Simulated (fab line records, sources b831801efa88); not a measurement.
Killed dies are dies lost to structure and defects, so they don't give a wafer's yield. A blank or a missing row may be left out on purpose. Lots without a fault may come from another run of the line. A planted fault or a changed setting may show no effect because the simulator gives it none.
Which tool did it? | flow gf180mcu | 13 lots, 39 wafers sampled, at 5 steps of a route of 602

WHAT THE GAUGES READ, wafer by wafer
GF_POLY_GATE_CD_MEAS_10: target cd 280 nm.
lot  | measured     | on        | cd_nm (nm)
L722 | day 9 21:35  | cd_sem-01 | 279.8 279.8 280.2
L724 | day 10 14:04 | cd_sem-01 | 280.8 278.4 280.2
L725 | day 10 18:22 | cd_sem-01 | 279.4 279.0 279.2
L726 | day 10 23:11 | cd_sem-01 | 282.4 282.2 282.5
L730 | day 12 06:10 | cd_sem-02 | 281.4 280.2 281.4
L731 | day 12 11:14 | cd_sem-01 | 280.7 280.2 281.7
L732 | day 12 19:08 | cd_sem-01 | 280.0 281.3 280.7
L733 | day 13 02:28 | cd_sem-02 | 277.7 279.1 278.6
L735 | day 13 14:38 | cd_sem-01 | 281.4 280.1 281.1
L737 | day 14 07:50 | cd_sem-01 | 280.7 280.8 278.9
L741 | day 15 17:09 | cd_sem-01 | 280.1 280.5 279.2
L742 | day 15 20:58 | cd_sem-01 | 280.0 280.0 279.9
L743 | day 16 03:01 | cd_sem-02 | 279.5 277.9 279.1

GF_POLY_GATE_OVL_MEAS_11.
lot  | measured     | on         | POLY_GATE_OVL (nm)
L722 | day 9 21:43  | overlay-02 | -6 -13 -2
L724 | day 10 14:10 | overlay-02 | 1 -4 6
L725 | day 10 18:27 | overlay-02 | 4 6 5
L726 | day 10 23:19 | overlay-02 | 2 11 3
L730 | day 12 06:17 | overlay-02 | -5 -6 3
L731 | day 12 11:22 | overlay-02 | 0 9 -3
L732 | day 12 19:16 | overlay-02 | -3 -2 -2
L733 | day 13 02:34 | overlay-01 | -10 -5 -7
L735 | day 13 14:46 | overlay-02 | -1 -2 -3
L737 | day 14 07:58 | overlay-01 | 1 8 3
L741 | day 15 17:14 | overlay-01 | -5 -5 -6
L742 | day 15 21:04 | overlay-02 | -1 0 5
L743 | day 16 03:07 | overlay-02 | -8 -5 -9

GF_HV_LDD_OVL_MEAS_47.
lot  | measured     | on         | HV_LDD_03_OVL (nm)
L722 | day 13 05:40 | overlay-02 | 0.6 -0.6 -0.7
L724 | day 13 22:56 | overlay-01 | 0.3 1.8 0.6
L725 | day 14 03:20 | overlay-02 | -0.2 -0.7 2.0
L726 | day 14 08:17 | overlay-01 | 0.1 1.0 0.6
L730 | day 15 20:40 | overlay-01 | 3.7 2.6 3.8
L731 | day 16 01:50 | overlay-02 | 1.2 -0.6 0.5
L732 | day 16 09:40 | overlay-02 | 0.8 0.9 -0.3
L733 | day 16 18:46 | overlay-02 | 0.7 0.5 2.7
L735 | day 17 09:26 | overlay-01 | 0.2 0.3 3.6
L737 | day 18 07:47 | overlay-02 | -0.6 0.6 -2.1
L741 | day 19 17:59 | overlay-01 | 2.0 1.0 1.0
L742 | day 19 21:07 | overlay-02 | 0.2 0.7 3.1
L743 | day 20 03:55 | overlay-01 | 0.5 -1.1 -0.2

GF_HV_LDD_THK_MEAS_57.
lot  | measured     | on            | HV_LDD_CVD_56_THK (nm)
L722 | day 13 09:32 | film_metro-04 | 90.5 88.8 90.1
L724 | day 14 02:02 | film_metro-04 | 90.2 89.8 90.1
L725 | day 14 06:26 | film_metro-03 | 90.2 89.6 90.4
L726 | day 14 11:22 | film_metro-04 | 89.8 89.7 90.1
L730 | day 15 23:59 | film_metro-01 | 89.1 89.5 88.8
L731 | day 16 05:26 | film_metro-03 | 89.6 89.8 88.8
L732 | day 16 12:45 | film_metro-03 | 90.9 91.5 91.2
L733 | day 16 21:52 | film_metro-04 | 82.4 83.5 83.6
L735 | day 17 12:31 | film_metro-04 | 84.0 84.6 84.6
L737 | day 18 10:53 | film_metro-04 | 90.6 91.1 91.4
L741 | day 19 21:06 | film_metro-03 | 89.1 90.0 89.5
L742 | day 20 00:13 | film_metro-01 | 91.0 90.1 91.3
L743 | day 20 07:01 | film_metro-04 | 90.4 90.8 90.9

WHICH TOOL RAN EACH LOT (tool, then ch and the chambers of the sampled wafers, then the start)
lot  | GF_HV_LDD_CVD_56
L722 | lpcvd-01 ch 0, day 13 07:23
L724 | lpcvd-02 ch 0, day 14 00:35
L725 | lpcvd-02 ch 0, day 14 04:59
L726 | lpcvd-01 ch 1, day 14 09:57
L730 | lpcvd-02 ch 1, day 15 22:34
L731 | lpcvd-01 ch 0, day 16 04:00
L732 | lpcvd-01 ch 0, day 16 11:19
L733 | lpcvd-01 ch 1, day 16 20:25
L735 | lpcvd-01 ch 1, day 17 11:05
L737 | lpcvd-02 ch 0, day 18 09:28
L741 | lpcvd-01 ch 1, day 19 19:39
L742 | lpcvd-02 ch 0, day 19 22:46
L743 | lpcvd-02 ch 1, day 20 05:34
- GF_HV_LDD_CVD_56: deposits Si3N4 from DCS/NH3, target thk 90 nm, time 1543 s.

WHAT THE TOOLS THEMSELVES READ (means of the sampled wafers that have a number; where no wafer has one, the mark that the record gives instead)
The record holds no such reading with a usual standard deviation.

THE ANSWER, worked out from the rows above alone
Rule: what is usual is taken from the lots themselves. Put in order of their means at a reading, lots are off if they are a third of the lots or fewer, leave a main group of 4 or more, and stand apart from it by a gap of 3 or more times the standard deviation of the main group's means; of several such gaps the widest counts. A main group whose means are all the same, to the digits that the tables above print for the reading, isn't used. A lot without any number at a reading at which 4 lots or more have one is off too. The other lots that the step has rows for count as sound. The gauges are gone through in route order, then the tools' own readings, and for those a lot's mean is taken as printed above. The first step at which some lot is off is used, and at that step the reading that is off furthest; a lot without a number counts as furthest.
Off: L733, L735, at GF_HV_LDD_THK_MEAS_57 (HV_LDD_CVD_56_THK). The main group: mean 90.1 nm, standard deviation 0.66.
A tool fits if, at a process step before that reading, it ran every lot that is off, and no sound lot after the first of them. The gauges at GF_HV_LDD_THK_MEAS_57 are tried like those tools. None of those tried fits.

WHAT THE SIMULATOR HAD PUT IN
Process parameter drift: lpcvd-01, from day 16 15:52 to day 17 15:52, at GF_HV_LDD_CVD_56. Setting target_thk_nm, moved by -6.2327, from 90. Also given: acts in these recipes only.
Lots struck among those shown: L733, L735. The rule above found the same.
